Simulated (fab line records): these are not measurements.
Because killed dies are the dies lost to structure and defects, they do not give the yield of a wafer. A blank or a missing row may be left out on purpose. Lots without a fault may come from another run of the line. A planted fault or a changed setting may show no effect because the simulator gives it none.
Struck lot and sound lot, side by side / flow sky130 / 31 out of 708 route steps
Sound: these wafers, L537.1, L537.3, L537.5. The struck wafers were L553.2, L553.5, L553.6. The cause comes at the end.
Each step with rows lists, per side, the tool, then ch with its chambers, then its first start. Under that, the readings that differ: sound wafers / struck wafers / difference of the means / sigmas: that difference in standard deviations of wafers without a fault.
alike: same words and numbers on both sides, and readings whose means sit less than 2 such deviations apart. not compared: any withheld reading, any reading some wafer has no value for, any bound like >300 that may hide the same value, and any number with overlapping values for which the record gives no deviation.
Wherever a step has rows on one side only, a row that says differs or no value, or a row with sigmas, the two part there. Numbers that don't overlap but have no deviation are shown without sigmas and don't part them. A reading missing from all wafers of one side parts the sides only when that side holds two or more wafers.

SKY_PWDE_OVL_MEAS_07:
  sound on overlay-01 at day 3 20:19; struck on overlay-01 at day 7 15:40
  alike: PWDE_OVL
next, for these wafers, 1 step has no rows: SKY_PWDE_IMPLANT_08.
SKY_PWDE_STRIP_09: strips in O2/N2.
  sound on plasmaAsher-03 ch 1, day 3 20:29; struck on plasmaAsher-01 ch 0,1, day 7 15:51
  alike: drypumpMotorCurrentA, oesProductAu, stripTimeToEndpointS
  not compared: rfHoursCounterH
SKY_PWDE_TW_MEAS_10:
  sound on filmMetro-03 at day 3 20:35; struck on filmMetro-02 at day 7 15:58
  alike: PWDE_TW
then, 7 steps without rows for these wafers: SKY_NWELL_DEHYDRATE_03 (time 60 s); SKY_NWELL_HMDS_04 (prime time 60 s); SKY_NWELL_COAT_05 (resist thk 3000 nm); SKY_NWELL_SOFTBAKE_06; SKY_NWELL_EXPOSE_07 (exposes mask NWM, target cd 840 nm); SKY_NWELL_PEB_08; SKY_NWELL_DEVELOP_09 (develop time 60 s).
SKY_NWELL_OVL_MEAS_10:
  sound on overlay-02 at day 4 12:46; struck on overlay-01 at day 8 12:44
  alike: NWELL_00_OVL
SKY_NWELL_IMPLANT_11:
  sound on implanter-03 ch 0, day 4 12:49; struck on implanter-04 ch 0, day 8 12:48
reading=beamOnS (s); sound=10.20 10.42 10.02; struck=10.58 10.81 10.92; difference=+0.56; sigmas=+3
reading=doseIonsCm2; sound=1.9004e+13 1.8989e+13 1.8998e+13; struck=2.8305e+13 2.8289e+13 2.8318e+13; difference=+9.3070e+12; sigmas=+99 or more
reading=faradayCurrentUA; sound=105.1 102.6 107.3; struck=151.5 148.5 146.2; difference=+43.7; sigmas=+21
then, 2 steps without rows for these wafers: SKY_NWELL_IMPLANT_12; SKY_NWELL_IMPLANT_13.
SKY_NWELL_STRIP_14: strips in O2/N2.
  sound on plasmaAsher-04 ch 0,1, day 4 13:16; struck on plasmaAsher-01 ch 0,1, day 8 13:13
  alike: drypumpMotorCurrentA, oesProductAu, stripTimeToEndpointS
  not compared: rfHoursCounterH
SKY_NWELL_TW_MEAS_15:
  sound on filmMetro-03 at day 4 13:22; struck on filmMetro-03 at day 8 13:35
reading=NWELL_TW; sound=1834 1841 1832; struck=2084 2097 2085; difference=+253; sigmas=+10
  not compared: hold
then, 6 steps without rows for these wafers: SKY_NWELL_HMDS_17 (prime time 60 s); SKY_NWELL_COAT_18 (resist thk 3000 nm); SKY_NWELL_SOFTBAKE_19; SKY_NWELL_EXPOSE_20 (exposes mask NWM COMPLEMENT, target cd 840 nm); SKY_NWELL_PEB_21; SKY_NWELL_DEVELOP_22 (develop time 60 s).
SKY_NWELL_OVL_MEAS_23:
  sound on overlay-01 at day 5 06:25; struck on overlay-01 at day 9 09:44
  alike: NWELL_01_OVL
next, for these wafers, 1 step has no rows: SKY_NWELL_IMPLANT_24.
SKY_NWELL_STRIP_25: strips in O2/N2.
  sound on plasmaAsher-02 ch 1, day 5 06:36; struck on plasmaAsher-04 ch 0,1, day 9 09:55
  alike: drypumpMotorCurrentA, oesProductAu, stripTimeToEndpointS
  not compared: rfHoursCounterH
SKY_NWELL_TW_MEAS_26:
  sound on filmMetro-01 at day 5 06:42; struck on filmMetro-01 at day 9 10:02
  alike: NWELL_2_TW
then, 1 step without rows for these wafers: SKY_NWELL_CLEAN_27 (cleans in SC1/SC2, time 150 s).
SKY_NWELL_RTA_28: time 30 s.
  sound on rtpAnneal-02 ch 0, day 5 06:49; struck on rtpAnneal-01 ch 0, day 9 10:09
reading=wafer_temp_C_max; sound=1057.9 1055.3 1057.9; struck=1055.6 1055.3 1054.5; difference=-1.9; sigmas=-2
  alike: lampPowerPct
SKY_NWELL_RS_MEAS_29: uses a four-point probe to measure.
  sound on filmMetro-03 at day 5 06:55; struck on filmMetro-03 at day 9 10:37
reading=NWELL_RS (ohm/sq); sound=628.8 628.6 627.2; struck=504.0 502.8 503.3; difference=-124.8; sigmas=-66
  not compared: hold
SKY_PAD_OPEN_PROBE_99:
  sound wafers here have rows in the record (prober-02, day 45 18:26); struck ones have none

## WHERE THEY PART
At SKY_NWELL_IMPLANT_11 first; at SKY_PAD_OPEN_PROBE_99 last (within this record only).

WHY: what had been put in by the simulator
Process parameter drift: implanter-04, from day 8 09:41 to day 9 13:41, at SKY_NWELL_IMPLANT_11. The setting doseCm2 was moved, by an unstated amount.
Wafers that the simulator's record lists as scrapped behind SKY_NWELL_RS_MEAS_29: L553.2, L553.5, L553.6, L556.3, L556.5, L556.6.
